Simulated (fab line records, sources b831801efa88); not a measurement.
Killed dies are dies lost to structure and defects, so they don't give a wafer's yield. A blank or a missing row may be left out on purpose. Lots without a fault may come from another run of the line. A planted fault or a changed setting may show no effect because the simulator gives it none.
fab line records | flow sky130
record lots=5 wafers=15 last_day=49
route steps=708 shown POLY_CUT@314 SD_P@320 RES_XHIGH@332 SD_N@342
lots that met no fault: from a run of the same line without faults
start_h: hours from the record's first day to the start of the lot's first wafer shown | wait_h: hours since the lot's step before | " the same as in the row above | L1.1+2: a row that stands for several wafers | - no value, or no start given | * or withheld: withheld | < > ~ a bound
route shown NAME@n: a module of which the file shows steps, and the number in the route of the first | usual: mean/standard deviation of fault-free wafers | same: alike in all rows | chamber/n: place in a boat | sites: the reading at each site | _std_site: their standard deviation | _edge_site: outer sites' mean less inner sites' | radius_mm: how far each site lies from the wafer's centre | mask NAME#n: copy n | behind: the tool/chamber that last shaped the wafer | hold: why the lot was held/for how many hours/how that ended | device: the transistor (n, p or np) that didn't switch | end of line: the same wafers' tests at the end of the route | a step without rows: its recipe alone | killed: dies lost to structure and defects at the first sort, not the wafer's yield | map: a wafer's dies, x killed, . not, _ none there
set.NAME: the setting as run; set.NAME@STEP: as run at that earlier step | model.NAME: the simulator's own value behind a step, which no gauge read
lots at some steps of the route; a table a step, a row a wafer
services: from which hour (start_h, from the record's first day; less than 0 if before it) a tool's chamber was out of use, for how many hours, and why
## steps
# step SKY_POLY_CUT_DEVELOP_07
# recipe develop_time_s=60 resist=KrF-thick dev_temp_c=21
# columns lot.wafer tool chamber start_h wait_h
L080.2+4+6 litho_track-03 0 - -
L084.1+3+5 litho_track-01 0 - -
L085.3+5+6 litho_track-02 0 - -
L086.3+5+6 litho_track-01 0 - -
L092.1+2+4 litho_track-02 0 - -
# step SKY_POLY_CUT_CD_MEAS_08
# recipe target_cd_nm=270
# usual cd_nm=270.0/1.4
# columns lot.wafer tool chamber start_h wait_h cd_nm
L080.2 cd_sem-02 - 614.63 - 269.1
L080.4 " - " " 268.5
L080.6 " - " " 268.2
L084.1 cd_sem-02 - 644.50 - 270.4
L084.3 " - " " 271.5
L084.5 " - " " 270.2
L085.3 cd_sem-02 - 656.86 - 269.3
L085.5 " - " " 270.3
L085.6 " - " " 270.0
L086.3 cd_sem-02 - 661.19 - 272.5
L086.5 " - " " 272.8
L086.6 " - " " 271.0
L092.1 cd_sem-01 - 700.57 - 269.5
L092.2 " - " " 269.5
L092.4 " - " " 271.4
# step SKY_POLY_CUT_OVL_MEAS_09
# usual POLY_CUT_OVL=-2/7.7
# columns lot.wafer tool chamber start_h wait_h POLY_CUT_OVL[nm]
L080.2 overlay-01 - 614.74 0.1 -1
L080.4 " - " " -5
L080.6 " - " " -1
L084.1 overlay-02 - 644.62 0.1 2
L084.3 " - " " -6
L084.5 " - " " -4
L085.3 overlay-02 - 656.95 0.1 5
L085.5 " - " " 6
L085.6 " - " " -5
L086.3 overlay-02 - 661.28 0.1 -18
L086.5 " - " " -13
L086.6 " - " " -20
L092.1 overlay-01 - 700.69 0.1 -11
L092.2 " - " " -4
L092.4 " - " " -4
# step SKY_POLY_CUT_ETCH_10
# recipe chemistry=N2/H2 target=BARC ion_energy_ev=200 source_w=500 bias_w=100 pressure_mtorr=30 n2_flow_sccm=100 h2_flow_sccm=200 stop_on=SiO2 time_s=45.9 target_depth_a=600
# usual drypump_motor_current_A=5.8/0.42 n2_flow_sccm=100.0/0.31 oes_product_au=0.855/0.0049 throttle_valve_pct=13.225/0.0093
# columns lot.wafer tool chamber start_h wait_h drypump_motor_current_A n2_flow_sccm oes_product_au rf_hours_counter_h throttle_valve_pct
L080.2 rie_diel-02 3 614.77 0.0 5.6 100.3 0.864 17 13.224
L080.4 " 1 " " 5.5 99.6 0.859 10 13.224
L080.6 " 1 " " 5.6 100.0 0.858 - 13.203
L084.1 rie_diel-04 0 644.65 0.0 6.3 99.8 0.854 17 13.224
L084.3 " 1 " " 4.7 100.1 0.851 10 13.232
L084.5 " 0 " " 6.4 100.5 0.849 - 13.232
L085.3 rie_diel-03 1 656.98 0.0 5.5 100.0 0.860 3 13.231
L085.5 " 1 " " 5.5 100.0 0.848 - 13.218
L085.6 " 0 " " 6.0 100.1 0.855 - 13.216
L086.3 rie_diel-03 3 661.30 0.0 5.8 99.8 0.868 10 13.222
L086.5 " 2 " " 5.7 99.9 0.846 - 13.224
L086.6 " 1 " " 5.5 100.3 0.853 - 13.233
L092.1 rie_diel-04 3 700.73 0.0 5.8 100.2 0.847 7 13.204
L092.2 " 1 " " 4.7 99.7 0.846 11 13.240
L092.4 " 0 " " 6.3 100.4 0.857 18 13.218
# step SKY_POLY_CUT_ETCH_11
# recipe target=Si3N4 chemistry=CF4/CH2F2/Ar stop_on=poly-Si source_w=600 bias_w=150 pressure_mtorr=40 cf4_flow_sccm=40 ch2f2_flow_sccm=20 Ar_flow_sccm=150 time_s=42.5 target_depth_a=600
# usual cf4_flow_sccm=40.01/0.13 drypump_motor_current_A=5.8/0.42 oes_product_au=0.831/0.0058 throttle_valve_pct=14.994/0.0091
# columns lot.wafer tool chamber start_h wait_h cf4_flow_sccm drypump_motor_current_A oes_product_au rf_hours_counter_h throttle_valve_pct
L080.2 rie_diel-02 3 614.81 0.0 39.84 5.5 0.832 17 14.994
L080.4 " 1 " " 40.02 5.6 0.831 10 14.992
L080.6 " 1 " " 40.12 5.5 0.816 - 14.999
L084.1 rie_diel-04 0 644.70 0.0 39.77 6.3 0.840 17 14.991
L084.3 " 1 " " 40.28 4.7 0.832 10 14.987
L084.5 " 0 " " 39.84 6.3 0.822 - 14.991
L085.3 rie_diel-03 1 657.02 0.0 39.91 5.5 0.838 3 14.995
L085.5 " 1 " " 39.72 5.5 0.827 - 14.990
L085.6 " 0 " " 40.03 6.0 0.834 - 14.975
L086.3 rie_diel-03 3 661.35 0.0 39.93 5.7 0.840 10 14.998
L086.5 " 2 " " 40.16 5.7 0.829 - 15.001
L086.6 " 1 " " 40.13 5.5 0.834 - 14.988
L092.1 rie_diel-04 3 700.77 0.0 40.02 5.8 0.827 7 14.995
L092.2 " 1 " " 40.27 4.7 0.835 11 15.004
L092.4 " 0 " " 40.24 6.4 0.840 18 14.994
# step SKY_POLY_CUT_STRIP_12
# recipe chemistry=O2/N2 power_w=1400 pressure_mtorr=1500 platen_temp_c=withheld o2_flow_sccm=3000 n2_flow_sccm=300 overash_fraction=0.5
# usual drypump_motor_current_A=5.3/0.37 n2_flow_sccm=300.0/1.1 oes_product_au=0.452/0.0041 strip_time_to_endpoint_s=5.357/0.017
# columns lot.wafer tool chamber start_h wait_h drypump_motor_current_A n2_flow_sccm oes_product_au rf_hours_counter_h strip_time_to_endpoint_s
L080.2 plasma_asher-01 1 614.85 0.0 5.0 300.8 0.446 84 5.399
L080.4 " 1 " " 5.0 298.9 0.452 - 5.364
L080.6 " 1 " " 5.0 298.7 0.453 - 5.355
L084.1 plasma_asher-03 0 644.74 0.0 5.4 300.8 0.451 93 5.357
L084.3 " 0 " " 5.4 301.0 0.461 - 5.347
L084.5 " 0 " " 5.4 300.6 0.458 - 5.343
L085.3 plasma_asher-04 0 657.09 0.1 4.7 299.2 0.451 - 5.369
L085.5 " 0 " " 4.7 298.1 0.452 - 5.356
L085.6 " 1 " " 5.8 298.8 0.449 - 5.353
L086.3 plasma_asher-01 0 661.42 0.1 5.7 299.4 0.454 - 5.343
L086.5 " 1 " " 5.0 300.7 0.457 - 5.340
L086.6 " 0 " " 5.7 299.4 0.454 - 5.358
L092.1 plasma_asher-04 0 700.81 0.0 4.7 299.9 0.448 27 5.346
L092.2 " 1 " " 5.8 300.7 0.445 27 5.344
L092.4 " 1 " " 5.8 298.9 0.451 - 5.366
# step SKY_SD_P_DEHYDRATE_00
# recipe temp_c=200 time_s=60
# usual plate_temp_C=199.99/0.16
# columns lot.wafer tool chamber start_h wait_h plate_temp_C
L080.2 litho_track-04 0 628.17 13.3 199.92
L080.4 " 0 " " 200.04
L080.6 " 0 " " 199.87
L084.1 litho_track-04 0 657.94 13.2 200.19
L084.3 " 0 " " 200.25
L084.5 " 0 " " 200.17
L085.3 litho_track-01 0 670.85 13.7 200.06
L085.5 " 0 " " 200.06
L085.6 " 0 " " 200.02
L086.3 litho_track-04 0 675.29 13.8 200.17
L086.5 " 0 " " 200.04
L086.6 " 0 " " 200.05
L092.1 litho_track-01 0 713.25 12.4 199.77
L092.2 " 0 " " 199.84
L092.4 " 0 " " 200.01
# step SKY_SD_P_HMDS_01
# recipe prime_time_s=60 prime_temp_c=120
# same prime_time_s=60
# columns lot.wafer tool chamber start_h wait_h
L080.2+4+6 litho_track-04 0 628.32 0.1
L084.1+3+5 litho_track-04 0 658.09 0.1
L085.3+5+6 litho_track-01 0 671.00 0.1
L086.3+5+6 litho_track-04 0 675.44 0.1
L092.1+2+4 litho_track-01 0 713.40 0.1
# step SKY_SD_P_COAT_02
# recipe resist=NOVOLAK spin_rpm=3000 resist_thk_nm=1140
# columns lot.wafer tool chamber start_h wait_h
L080.2+4+6 litho_track-04 0 628.47 0.1
L084.1+3+5 litho_track-04 0 658.24 0.1
L085.3+5+6 litho_track-01 0 671.15 0.1
L086.3+5+6 litho_track-04 0 675.59 0.1
L092.1+2+4 litho_track-01 0 713.55 0.1
# step SKY_SD_P_SOFTBAKE_03
# recipe temp_c=90 time_s=60 resist=NOVOLAK
# usual plate_temp_C=90.01/0.13
# columns lot.wafer tool chamber start_h wait_h plate_temp_C
L080.2 litho_track-04 0 628.62 0.1 90.12
L080.4 " 0 " " 90.07
L080.6 " 0 " " 89.93
L084.1 litho_track-04 0 658.39 0.1 90.13
L084.3 " 0 " " 89.94
L084.5 " 0 " " 90.12
L085.3 litho_track-01 0 671.30 0.1 89.79
L085.5 " 0 " " 89.66
L085.6 " 0 " " 89.70
L086.3 litho_track-04 0 675.74 0.1 90.17
L086.5 " 0 " " 90.03
L086.6 " 0 " " 90.25
L092.1 litho_track-01 0 713.70 0.1 89.97
L092.2 " 0 " " 90.10
L092.4 " 0 " " 90.10
# step SKY_SD_P_EXPOSE_04
# recipe mask_id=PSDM na=0.6 source_shape=conventional sigma_outer=0.6 polarization=unpolarized target_cd_nm=380 dose_mj=138
# columns lot.wafer tool chamber start_h wait_h mask
L080.2+4+6 iline_stepper-01 0 - - PSDM#0
L084.1+3+5 iline_stepper-01 0 - - PSDM#0
L085.3+5+6 iline_stepper-02 0 - - PSDM#0
L086.3+5+6 iline_stepper-02 0 - - PSDM#0
L092.1+2+4 iline_stepper-01 0 - - PSDM#0
# step SKY_SD_P_PEB_05
# recipe temp_c=withheld time_s=* resist=NOVOLAK
# columns lot.wafer tool chamber start_h wait_h
L080.2+4+6 litho_track-01 0 - -
L084.1+3+5 litho_track-02 0 - -
L085.3+5+6 litho_track-01 0 - -
L086.3+5+6 litho_track-04 0 - -
L092.1+2+4 litho_track-04 0 - -
# step SKY_SD_P_DEVELOP_06
# recipe resist=NOVOLAK developer=TMAH develop_time_s=60 dev_temp_c=23
# columns lot.wafer tool chamber start_h wait_h
L080.2+4+6 litho_track-01 0 642.87 0.1
L084.1+3+5 litho_track-02 0 671.77 0.1
L085.3+5+6 litho_track-01 0 685.15 0.1
L086.3+5+6 litho_track-04 0 689.39 0.1
L092.1+2+4 litho_track-04 0 726.44 0.1
# step SKY_SD_P_CD_MEAS_07
# recipe target_cd_nm=380
# usual cd_nm=380.4/2.4
# columns lot.wafer tool chamber start_h wait_h cd_nm
L080.2 cd_sem-01 - 643.02 0.1 382.7
L080.4 " - " " 385.1
L080.6 " - " " 383.2
L084.1 cd_sem-02 - 671.92 0.1 379.0
L084.3 " - " " 381.3
L084.5 " - " " 381.8
L085.3 cd_sem-01 - 685.29 0.1 380.2
L085.5 " - " " 377.3
L085.6 " - " " 378.8
L086.3 cd_sem-02 - 689.53 0.1 379.4
L086.5 " - " " 379.3
L086.6 " - " " 378.6
L092.1 cd_sem-01 - 726.59 0.1 376.7
L092.2 " - " " 376.8
L092.4 " - " " 375.6
# step SKY_SD_P_OVL_MEAS_08
# usual SD_P_OVL=0.3/1.2
# columns lot.wafer tool chamber start_h wait_h SD_P_OVL[nm]
L080.2 overlay-01 - 643.12 0.1 1.7
L080.4 " - " " -1.0
L080.6 " - " " 0.1
L084.1 overlay-02 - 672.04 0.1 0.8
L084.3 " - " " -2.3
L084.5 " - " " -2.5
L085.3 overlay-02 - 685.38 0.1 2.3
L085.5 " - " " 0.5
L085.6 " - " " 0.8
L086.3 overlay-02 - 689.62 0.1 1.5
L086.5 " - " " 0.1
L086.6 " - " " 1.4
L092.1 overlay-02 - 726.71 0.1 1.0
L092.2 " - " " 0.7
L092.4 " - " " 2.1
# step SKY_SD_P_IMPLANT_09
# recipe species=BF2 energy_kev=20 dose_cm2=3e+15 tilt_deg=0
# usual dose_ions_cm2=2.9998e+15/2.7e+12
# columns lot.wafer tool chamber start_h wait_h dose_ions_cm2
L080.2 implanter-04 0 643.18 0.0 3.0005e+15
L080.4 " 0 " " 2.9984e+15
L080.6 " 0 " " 2.9987e+15
L084.1 implanter-04 0 672.08 0.0 3.0037e+15
L084.3 " 0 " " 2.9989e+15
L084.5 " 0 " " 3.0059e+15
L085.3 implanter-02 0 685.45 0.1 3.0005e+15
L085.5 " 0 " " 2.9996e+15
L085.6 " 0 " " 2.9996e+15
L086.3 implanter-02 0 689.70 0.1 2.9978e+15
L086.5 " 0 " " 2.9995e+15
L086.6 " 0 " " 3.0019e+15
L092.1 implanter-02 0 726.75 0.0 2.9982e+15
L092.2 " 0 " " 2.998e+15
L092.4 " 0 " " 2.9951e+15
# step SKY_SD_P_STRIP_10
# recipe chemistry=O2/N2 power_w=1400 pressure_mtorr=1500 platen_temp_c=withheld o2_flow_sccm=3000 n2_flow_sccm=300 overash_fraction=0.5
# usual drypump_motor_current_A=5.7/0.53 n2_flow_sccm=299.9/0.92 oes_product_au=0.618/0.0047 strip_time_to_endpoint_s=17.51/0.033
# columns lot.wafer tool chamber start_h wait_h drypump_motor_current_A n2_flow_sccm oes_product_au rf_hours_counter_h strip_time_to_endpoint_s
L080.2 plasma_asher-04 0 643.30 0.1 4.7 299.6 0.618 21 17.50
L080.4 " 0 " " 4.7 300.4 0.613 - 17.58
L080.6 " 0 " " 4.7 300.5 0.621 - 17.53
L084.1 plasma_asher-03 0 672.23 0.1 5.4 299.2 0.613 95 17.54
L084.3 " 1 " " 5.3 299.7 0.619 - 17.49
L084.5 " 0 " " 5.4 297.2 0.625 - 17.53
L085.3 plasma_asher-03 1 685.59 0.1 5.4 300.0 0.617 - 17.49
L085.5 " 0 " " 5.4 300.1 0.630 - 17.53
L085.6 " 1 " " 5.4 301.8 0.615 - 17.47
L086.3 plasma_asher-03 1 689.83 0.1 5.4 298.0 0.623 - 17.56
L086.5 " 0 " " 5.4 299.2 0.618 - 17.58
L086.6 " 1 " " 5.3 299.6 0.619 - 17.55
L092.1 plasma_asher-04 0 726.90 0.1 4.7 299.8 0.620 30 17.52
L092.2 " 1 " " 5.8 301.3 0.624 30 17.53
L092.4 " 0 " " 4.7 300.7 0.617 - 17.56
# step SKY_SD_P_TW_MEAS_11
# usual SD_P_TW=2835/29
# columns lot.wafer tool chamber start_h wait_h SD_P_TW
L080.2 film_metro-02 - 643.41 0.1 2836
L080.4 " - " " 2830
L080.6 " - " " 2833
L084.1 film_metro-02 - 672.33 0.1 2812
L084.3 " - " " 2813
L084.5 " - " " 2822
L085.3 film_metro-01 - 685.67 0.1 2865
L085.5 " - " " 2859
L085.6 " - " " 2883
L086.3 film_metro-04 - 689.92 0.1 2818
L086.5 " - " " 2825
L086.6 " - " " 2807
L092.1 film_metro-02 - 727.00 0.1 2829
L092.2 " - " " 2824
L092.4 " - " " 2815
# step SKY_RES_XHIGH_DEHYDRATE_00
# recipe temp_c=200 time_s=60
# usual plate_temp_C=199.97/0.15
# columns lot.wafer tool chamber start_h wait_h plate_temp_C
L080.2 litho_track-01 0 657.27 13.8 199.73
L080.4 " 0 " " 200.09
L080.6 " 0 " " 199.84
L084.1 litho_track-04 0 685.64 13.3 199.79
L084.3 " 0 " " 199.91
L084.5 " 0 " " 199.72
L085.3 litho_track-01 0 699.15 13.5 199.79
L085.5 " 0 " " 199.76
L085.6 " 0 " " 200.06
L086.3 litho_track-03 0 703.36 13.4 199.76
L086.5 " 0 " " 199.91
L086.6 " 0 " " 199.99
L092.1 litho_track-03 0 740.21 13.2 199.84
L092.2 " 0 " " 199.66
L092.4 " 0 " " 199.89
# step SKY_RES_XHIGH_HMDS_01
# recipe prime_time_s=60 prime_temp_c=120
# same prime_time_s=60
# columns lot.wafer tool chamber start_h wait_h
L080.2+4+6 litho_track-01 0 657.42 0.1
L084.1+3+5 litho_track-04 0 685.79 0.1
L085.3+5+6 litho_track-01 0 699.30 0.1
L086.3+5+6 litho_track-03 0 703.51 0.1
L092.1+2+4 litho_track-03 0 740.36 0.1
# step SKY_RES_XHIGH_COAT_02
# recipe resist=NOVOLAK spin_rpm=3000 resist_thk_nm=1140
# columns lot.wafer tool chamber start_h wait_h
L080.2+4+6 litho_track-01 0 657.57 0.1
L084.1+3+5 litho_track-04 0 685.94 0.1
L085.3+5+6 litho_track-01 0 699.45 0.1
L086.3+5+6 litho_track-03 0 703.66 0.1
L092.1+2+4 litho_track-03 0 740.51 0.1
# step SKY_RES_XHIGH_SOFTBAKE_03
# recipe temp_c=90 time_s=60 resist=NOVOLAK
# usual plate_temp_C=89.99/0.14
# columns lot.wafer tool chamber start_h wait_h plate_temp_C
L080.2 litho_track-01 0 657.72 0.1 89.86
L080.4 " 0 " " 89.89
L080.6 " 0 " " 90.03
L084.1 litho_track-04 0 686.09 0.1 89.86
L084.3 " 0 " " 89.72
L084.5 " 0 " " 89.70
L085.3 litho_track-01 0 699.60 0.1 89.83
L085.5 " 0 " " 89.87
L085.6 " 0 " " 89.98
L086.3 litho_track-03 0 703.81 0.1 90.03
L086.5 " 0 " " 90.02
L086.6 " 0 " " 90.22
L092.1 litho_track-03 0 740.66 0.1 89.90
L092.2 " 0 " " 89.84
L092.4 " 0 " " 89.96
# step SKY_RES_XHIGH_EXPOSE_04
# recipe mask_id=URPM na=0.6 source_shape=conventional sigma_outer=0.6 polarization=unpolarized target_cd_nm=1270 dose_mj=140
# columns lot.wafer tool chamber start_h wait_h mask
L080.2+4+6 iline_stepper-02 0 - - URPM#0
L084.1+3+5 iline_stepper-01 0 - - URPM#0
L085.3+5+6 iline_stepper-01 0 - - URPM#0
L086.3+5+6 iline_stepper-02 0 - - URPM#0
L092.1+2+4 iline_stepper-02 0 - - URPM#0
# step SKY_RES_XHIGH_PEB_05
# recipe temp_c=withheld time_s=* resist=NOVOLAK
# columns lot.wafer tool chamber start_h wait_h
L080.2+4+6 litho_track-01 0 - -
L084.1+3+5 litho_track-04 0 - -
L085.3+5+6 litho_track-01 0 - -
L086.3+5+6 litho_track-04 0 - -
L092.1+2+4 litho_track-03 0 - -
# step SKY_RES_XHIGH_DEVELOP_06
# recipe resist=NOVOLAK developer=TMAH develop_time_s=60 dev_temp_c=23
# columns lot.wafer tool chamber start_h wait_h
L080.2+4+6 litho_track-01 0 671.57 0.1
L084.1+3+5 litho_track-04 0 700.34 0.1
L085.3+5+6 litho_track-01 0 712.85 0.1
L086.3+5+6 litho_track-04 0 717.29 0.1
L092.1+2+4 litho_track-03 0 753.66 0.1
# step SKY_RES_XHIGH_IMPLANT_07
# recipe species=BF2 energy_kev=20 dose_cm2=3.6e+14 tilt_deg=0
# usual dose_ions_cm2=3.6e+14/3.8e+11
# columns lot.wafer tool chamber start_h wait_h dose_ions_cm2
L080.2 implanter-03 0 671.72 0.1 3.597e+14
L080.4 " 0 " " 3.602e+14
L080.6 " 0 " " 3.592e+14
L084.1 implanter-04 0 700.49 0.1 3.604e+14
L084.3 " 0 " " 3.601e+14
L084.5 " 0 " " 3.601e+14
L085.3 implanter-03 0 713.00 0.1 3.595e+14
L085.5 " 0 " " 3.602e+14
L085.6 " 0 " " 3.604e+14
L086.3 implanter-03 0 717.44 0.1 3.596e+14
L086.5 " 0 " " 3.597e+14
L086.6 " 0 " " 3.604e+14
L092.1 implanter-04 0 753.81 0.1 3.604e+14
L092.2 " 0 " " 3.599e+14
L092.4 " 0 " " 3.6e+14
# step SKY_RES_XHIGH_STRIP_08
# recipe chemistry=O2/N2 power_w=1400 pressure_mtorr=1500 platen_temp_c=withheld o2_flow_sccm=3000 n2_flow_sccm=300 overash_fraction=0.5
# usual drypump_motor_current_A=5.7/0.47 n2_flow_sccm=300.0/0.88 oes_product_au=0.711/0.0045 strip_time_to_endpoint_s=14.28/0.037
# columns lot.wafer tool chamber start_h wait_h drypump_motor_current_A n2_flow_sccm oes_product_au rf_hours_counter_h strip_time_to_endpoint_s
L080.2 plasma_asher-02 1 671.85 0.1 6.0 299.1 0.708 50 14.28
L080.4 " 1 " " 6.0 299.3 0.726 - 14.25
L080.6 " 0 " " 6.4 301.8 0.712 - 14.33
L084.1 plasma_asher-01 0 700.64 0.1 5.6 298.2 0.713 93 14.26
L084.3 " 0 " " 5.6 299.5 0.708 - 14.25
L084.5 " 0 " " 5.7 299.2 0.716 - 14.28
L085.3 plasma_asher-03 0 713.13 0.1 5.4 300.5 0.710 - 14.30
L085.5 " 0 " " 5.4 300.6 0.711 - 14.25
L085.6 " 1 " " 5.3 300.4 0.704 - 14.34
L086.3 plasma_asher-03 1 717.57 0.1 5.4 299.7 0.712 - 14.30
L086.5 " 0 " " 5.4 300.8 0.715 - 14.27
L086.6 " 1 " " 5.3 299.8 0.711 - 14.28
L092.1 plasma_asher-03 0 753.96 0.1 5.4 298.4 0.708 1 14.23
L092.2 " 1 " " 5.3 299.5 0.715 1 14.27
L092.4 " 0 " " 5.4 299.9 0.716 - 14.27
# step SKY_RES_XHIGH_TW_MEAS_09
# usual RES_XHIGH_TW=1644/20
# columns lot.wafer tool chamber start_h wait_h RES_XHIGH_TW
L080.2 film_metro-01 - 671.96 0.1 1675
L080.4 " - " " 1669
L080.6 " - " " 1671
L084.1 film_metro-01 - 700.74 0.1 1670
L084.3 " - " " 1670
L084.5 " - " " 1669
L085.3 film_metro-04 - 713.22 0.1 1629
L085.5 " - " " 1631
L085.6 " - " " 1638
L086.3 film_metro-04 - 717.66 0.1 1640
L086.5 " - " " 1630
L086.6 " - " " 1626
L092.1 film_metro-04 - 754.06 0.1 1627
L092.2 " - " " 1629
L092.4 " - " " 1621
# step SKY_SD_N_DEHYDRATE_00
# recipe temp_c=200 time_s=60
# usual plate_temp_C=200.01/0.14
# columns lot.wafer tool chamber start_h wait_h plate_temp_C
L080.2 litho_track-04 0 685.07 13.1 200.14
L080.4 " 0 " " 200.02
L080.6 " 0 " " 199.96
L084.1 litho_track-02 0 713.57 12.8 199.85
L084.3 " 0 " " 199.92
L084.5 " 0 " " 199.97
L085.3 litho_track-02 0 725.22 12.0 200.04
L085.5 " 0 " " 200.19
L085.6 " 0 " " 200.21
L086.3 litho_track-03 0 729.81 12.1 199.95
L086.5 " 0 " " 199.95
L086.6 " 0 " " 200.02
L092.1 litho_track-02 0 767.07 13.0 200.12
L092.2 " 0 " " 200.03
L092.4 " 0 " " 199.96
# step SKY_SD_N_HMDS_01
# recipe prime_time_s=60 prime_temp_c=120
# same prime_time_s=60
# columns lot.wafer tool chamber start_h wait_h
L080.2+4+6 litho_track-04 0 685.22 0.1
L084.1+3+5 litho_track-02 0 713.72 0.1
L085.3+5+6 litho_track-02 0 725.37 0.1
L086.3+5+6 litho_track-03 0 729.96 0.1
L092.1+2+4 litho_track-02 0 767.22 0.1
# step SKY_SD_N_COAT_02
# recipe resist=NOVOLAK spin_rpm=3000 resist_thk_nm=1140
# columns lot.wafer tool chamber start_h wait_h
L080.2+4+6 litho_track-04 0 685.37 0.1
L084.1+3+5 litho_track-02 0 713.87 0.1
L085.3+5+6 litho_track-02 0 725.52 0.1
L086.3+5+6 litho_track-03 0 730.11 0.1
L092.1+2+4 litho_track-02 0 767.37 0.1
# step SKY_SD_N_SOFTBAKE_03
# recipe temp_c=90 time_s=60 resist=NOVOLAK
# usual plate_temp_C=90.01/0.12
# columns lot.wafer tool chamber start_h wait_h plate_temp_C
L080.2 litho_track-04 0 685.52 0.1 89.97
L080.4 " 0 " " 90.10
L080.6 " 0 " " 89.94
L084.1 litho_track-02 0 714.02 0.1 89.98
L084.3 " 0 " " 89.84
L084.5 " 0 " " 89.97
L085.3 litho_track-02 0 725.67 0.1 90.15
L085.5 " 0 " " 90.13
L085.6 " 0 " " 90.00
L086.3 litho_track-03 0 730.26 0.1 89.98
L086.5 " 0 " " 89.83
L086.6 " 0 " " 89.97
L092.1 litho_track-02 0 767.52 0.1 90.20
L092.2 " 0 " " 90.05
L092.4 " 0 " " 89.96
# step SKY_SD_N_EXPOSE_04
# recipe mask_id=NSDM na=0.6 source_shape=conventional sigma_outer=0.6 polarization=unpolarized target_cd_nm=380 dose_mj=141
# columns lot.wafer tool chamber start_h wait_h mask
L080.2+4+6 iline_stepper-01 0 - - NSDM#0
L084.1+3+5 iline_stepper-01 0 - - NSDM#0
L085.3+5+6 iline_stepper-02 0 - - NSDM#0
L086.3+5+6 iline_stepper-02 0 - - NSDM#0
L092.1+2+4 iline_stepper-01 0 - - NSDM#0
# step SKY_SD_N_PEB_05
# recipe temp_c=withheld time_s=* resist=NOVOLAK
# columns lot.wafer tool chamber start_h wait_h
L080.2+4+6 litho_track-03 0 - -
L084.1+3+5 litho_track-04 0 - -
L085.3+5+6 litho_track-02 0 - -
L086.3+5+6 litho_track-03 0 - -
L092.1+2+4 litho_track-03 0 - -
# step SKY_SD_N_DEVELOP_06
# recipe resist=NOVOLAK developer=TMAH develop_time_s=60 dev_temp_c=23
# columns lot.wafer tool chamber start_h wait_h
L080.2+4+6 litho_track-03 0 699.54 0.1
L084.1+3+5 litho_track-04 0 727.04 0.1
L085.3+5+6 litho_track-02 0 739.72 0.1
L086.3+5+6 litho_track-03 0 743.41 0.1
L092.1+2+4 litho_track-03 0 780.71 0.1
# step SKY_SD_N_CD_MEAS_07
# recipe target_cd_nm=380
# usual cd_nm=380.1/2.2
# columns lot.wafer tool chamber start_h wait_h cd_nm
L080.2 cd_sem-02 - 699.68 0.1 383.1
L080.4 " - " " 381.7
L080.6 " - " " 382.6
L084.1 cd_sem-01 - 727.19 0.1 382.9
L084.3 " - " " 380.0
L084.5 " - " " 381.4
L085.3 cd_sem-02 - 739.86 0.1 378.1
L085.5 " - " " 377.2
L085.6 " - " " 377.7
L086.3 cd_sem-01 - 743.55 0.1 378.0
L086.5 " - " " 379.6
L086.6 " - " " 377.7
L092.1 cd_sem-02 - 780.86 0.1 382.2
L092.2 " - " " 380.3
L092.4 " - " " 380.3
# step SKY_SD_N_OVL_MEAS_08
# usual SD_N_OVL=-0.1/1.6
# columns lot.wafer tool chamber start_h wait_h SD_N_OVL[nm]
L080.2 overlay-01 - 699.79 0.1 -0.1
L080.4 " - " " 0.8
L080.6 " - " " 2.0
L084.1 overlay-01 - 727.31 0.1 -1.0
L084.3 " - " " -2.1
L084.5 " - " " -1.6
L085.3 overlay-01 - 739.95 0.1 -0.3
L085.5 " - " " -1.4
L085.6 " - " " -2.1
L086.3 overlay-02 - 743.65 0.1 2.7
L086.5 " - " " 3.2
L086.6 " - " " 1.0
L092.1 overlay-02 - 780.98 0.1 -2.2
L092.2 " - " " -1.3
L092.4 " - " " -1.0
# step SKY_SD_N_IMPLANT_09
# recipe species=As energy_kev=50 dose_cm2=4e+15 tilt_deg=0
# usual dose_ions_cm2=4e+15/4.3e+12
# columns lot.wafer tool chamber start_h wait_h dose_ions_cm2
L080.2 implanter-03 0 699.84 0.0 4.004e+15
L080.4 " 0 " " 4.003e+15
L080.6 " 0 " " 4.004e+15
L084.1 implanter-03 0 727.35 0.0 4.001e+15
L084.3 " 0 " " 4.006e+15
L084.5 " 0 " " 4.004e+15
L085.3 implanter-02 0 740.03 0.1 3.999e+15
L085.5 " 0 " " 3.995e+15
L085.6 " 0 " " 3.993e+15
L086.3 implanter-03 0 743.72 0.1 4.003e+15
L086.5 " 0 " " 3.995e+15
L086.6 " 0 " " 4.005e+15
L092.1 implanter-03 0 781.02 0.0 3.997e+15
L092.2 " 0 " " 4e+15
L092.4 " 0 " " 4.001e+15
# step SKY_SD_N_IMPLANT_10
# recipe species=P energy_kev=20 dose_cm2=1e+14 tilt_deg=0
# usual dose_ions_cm2=1.0001e+14/9.8e+10
# columns lot.wafer tool chamber start_h wait_h dose_ions_cm2
L080.2 implanter-03 0 699.99 0.1 9.997e+13
L080.4 " 0 " " 1.0002e+14
L080.6 " 0 " " 9.996e+13
L084.1 implanter-03 0 727.50 0.1 1.0001e+14
L084.3 " 0 " " 1.0001e+14
L084.5 " 0 " " 1.0006e+14
L085.3 implanter-02 0 740.18 0.1 1.0003e+14
L085.5 " 0 " " 1.0006e+14
L085.6 " 0 " " 9.988e+13
L086.3 implanter-03 0 743.87 0.1 9.994e+13
L086.5 " 0 " " 9.986e+13
L086.6 " 0 " " 9.991e+13
L092.1 implanter-03 0 781.17 0.1 9.996e+13
L092.2 " 0 " " 9.992e+13
L092.4 " 0 " " 9.999e+13
## services
# columns tool chamber start_h hours kind
rie_diel-02 0 590.71 8.3 repair
plasma_asher-01 - 591.89 2.8 pm
rie_diel-04 1 593.46 11.2 repair
rie_diel-03 1 604.66 29.2 repair
iline_stepper-01 - 611.84 1.7 pm
rie_diel-02 2 618.66 10.0 repair
rie_diel-02 0 625.07 4.6 repair
implanter-04 - 626.87 1.1 repair
rie_diel-04 - 632.11 0.3 repair
implanter-03 - 645.41 5.5 repair
implanter-02 - 646.93 3.2 pm
implanter-03 - 678.60 6.2 repair
rie_diel-02 3 711.23 24.4 repair
implanter-02 - 721.62 1.2 repair
iline_stepper-01 - 725.47 9.7 repair
plasma_asher-04 - 729.30 8.3 repair
plasma_asher-03 - 733.75 9.0 pm
rie_diel-03 3 750.12 13.1 repair
rie_diel-02 2 751.56 2.4 repair
iline_stepper-02 - 757.57 1.7 pm
implanter-03 - 758.47 8.3 repair
implanter-04 - 763.62 3.2 repair
rie_diel-03 2 769.49 6.9 repair
rie_diel-02 - 771.30 14.6 pm
## key
fault none
